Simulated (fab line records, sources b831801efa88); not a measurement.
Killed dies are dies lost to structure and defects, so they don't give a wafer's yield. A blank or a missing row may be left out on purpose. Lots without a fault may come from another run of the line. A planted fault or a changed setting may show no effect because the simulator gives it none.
Chamber matching | flow gf180mcu | GF_V2_CMP_26 on cmp-02: 4 sister chambers
The step polishes, stops on SiO2, t overpolish 15 s, target thk 0 nm. 4 wafers are shown with their chamber, then 8 later ones without.

WAFERS WITH THEIR CHAMBER
wafer  | chamber | motor_current_A (A)
L652.3 | 2       | 11.6
L653.4 | 0       | 11.3
L653.5 | 1       | 9.7
L655.2 | 3       | 11.4

WAFERS WITHOUT THEIR CHAMBER
wafer  | motor_current_A (A)
L655.4 | 11.0
L655.6 | 10.8
L656.1 | 10.5
L656.2 | 12.2
L656.3 | 11.8
L658.2 | 10.6
L658.3 | 11.5
L658.4 | 11.2

WHICH CHAMBER EACH WENT THROUGH
wafer  | from the rows above               | in truth
L655.4 | can't be placed: 0 or 3 or 2      | 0
L655.6 | can't be placed: 0 or 3 or 2 or 1 | 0
L656.1 | can't be placed: 0 or 1 or 3 or 2 | 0
L656.2 | can't be placed: 2 or 3 or 0      | 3
L656.3 | can't be placed: 2 or 3 or 0      | 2
L658.2 | can't be placed: 0 or 3 or 1 or 2 | 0
L658.3 | can't be placed: 2 or 3 or 0      | 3
L658.4 | can't be placed: 0 or 3 or 2      | 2
Placed correctly: 0 of 8. Can't be placed from these rows: 8 (the true chamber is among the candidates in 8). Placed wrongly: 0.
How it was worked out, from the rows above alone: a wafer's distance from a chamber is the root of the sum, over the readings, of the square of ((its reading less the chamber's mean) divided by the reading's scatter). The wafer belongs to the nearest chamber; if the next one is less than 2 further off, it can't be placed. A chamber's mean is the mean of its shown wafers. The scatter: with one shown wafer a chamber, the root of the mean of the squares of how far each hidden wafer lies from its nearest shown one.
